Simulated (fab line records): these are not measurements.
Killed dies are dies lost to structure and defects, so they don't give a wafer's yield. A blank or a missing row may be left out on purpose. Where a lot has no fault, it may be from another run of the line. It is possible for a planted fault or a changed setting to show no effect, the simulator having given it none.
A struck lot beside a sound one -- flow sky130 -- 14 out of 708 route steps
Sound: the wafers L868.1, L868.2, L868.5. The struck wafers were L863.1, L863.2, L863.6. The cause comes at the end.
At each step with rows: each side's tool, then ch and its chambers, then its first start. Under that, the readings that differ: sound wafers -- struck wafers -- difference of the means -- sigmas: that difference in standard deviations of wafers without a fault.
alike: readings whose means differ by less than 2 such deviations, and words and numbers that are the same on both sides. not compared: withheld readings, readings that some wafer has no value for, bounds like >300 that may hide the same value, and numbers for which the record gives no deviation and whose values overlap.
Wherever a step has rows on one side only, a row that says differs or no value, or a row with sigmas, the two part there. Numbers that have no deviation but don't overlap get no sigmas and don't part them. A reading that every wafer of one side lacks parts them only if that side has two wafers or more.

SKY_CAP2M_METAL_ETCH_13: etches TiN in Cl2/BCl3, stops on SiO2, target depth 220 nm, time 62.9 s.
  sound on rie_metal-02 ch 0,1, day 44 15:02; struck on rie_metal-01 ch 0,1, day 43 09:38
reading,sound,struck,difference,sigmas
drypump_motor_current_A (A),5.61 5.69 5.63,6.41 6.25 6.38,+0.70,+2
  alike: bias_w, oes_product_au, throttle_valve_pct
  not compared: rf_hours_counter_h
SKY_CAP2M_STRIP_14: strips in O2/N2.
  sound on plasma_asher-02 ch 0,1, day 44 15:07; struck on plasma_asher-01 ch 0,1, day 43 09:43
  alike: drypump_motor_current_A, oes_product_au, strip_time_to_endpoint_s
  not compared: rf_hours_counter_h
then, 10 steps without rows for these wafers: SKY_CAP2M_STRIP_15 (strips in post etch residue remover, time 1200 s); SKY_CAP2M_CLEAN_16 (cleans in IPA, time 180 s); SKY_CAP2M_CLEAN_17 (cleans in O3/DIW); SKY_METAL4_DEHYDRATE_05 (time 60 s); SKY_METAL4_HMDS_06 (prime time 60 s); SKY_METAL4_COAT_07 (resist thk 60 nm); SKY_METAL4_COAT_08 (resist thk 1140 nm); SKY_METAL4_SOFTBAKE_09 (time 90 s); SKY_METAL4_EXPOSE_10 (exposes mask MM4, target cd 300 nm); SKY_METAL4_PEB_11.
SKY_METAL4_DEVELOP_12: develop time 60 s.
  struck on litho_track-03, day 44 08:00; sound on litho_track-02 ch 0, day 45 12:00
  no value came back on the struck wafers for chill_plate_temp_C (C), develop_time_s (s); on the sound wafers chill_plate_temp_C (C) reads 23.19 22.99 22.98
reading,sound,struck,difference,sigmas
model.KrF-thick_of_METAL4_COAT_08.thk_nm (nm),1122 1120 1120,1143 1145 1144,+23,
SKY_METAL4_CD_MEAS_13: the cd target is 300 nm.
  struck on cd_sem-01, day 44 08:30; sound on cd_sem-01, day 45 12:50
reading,sound,struck,difference,sigmas
cd_nm (nm),300.4 300.0 300.3,- - -,no value on the struck wafers,

WHERE THEY PART
Last at SKY_METAL4_CD_MEAS_13 as far as this record goes, first at SKY_CAP2M_METAL_ETCH_13.

WHY: what had been put in by the simulator
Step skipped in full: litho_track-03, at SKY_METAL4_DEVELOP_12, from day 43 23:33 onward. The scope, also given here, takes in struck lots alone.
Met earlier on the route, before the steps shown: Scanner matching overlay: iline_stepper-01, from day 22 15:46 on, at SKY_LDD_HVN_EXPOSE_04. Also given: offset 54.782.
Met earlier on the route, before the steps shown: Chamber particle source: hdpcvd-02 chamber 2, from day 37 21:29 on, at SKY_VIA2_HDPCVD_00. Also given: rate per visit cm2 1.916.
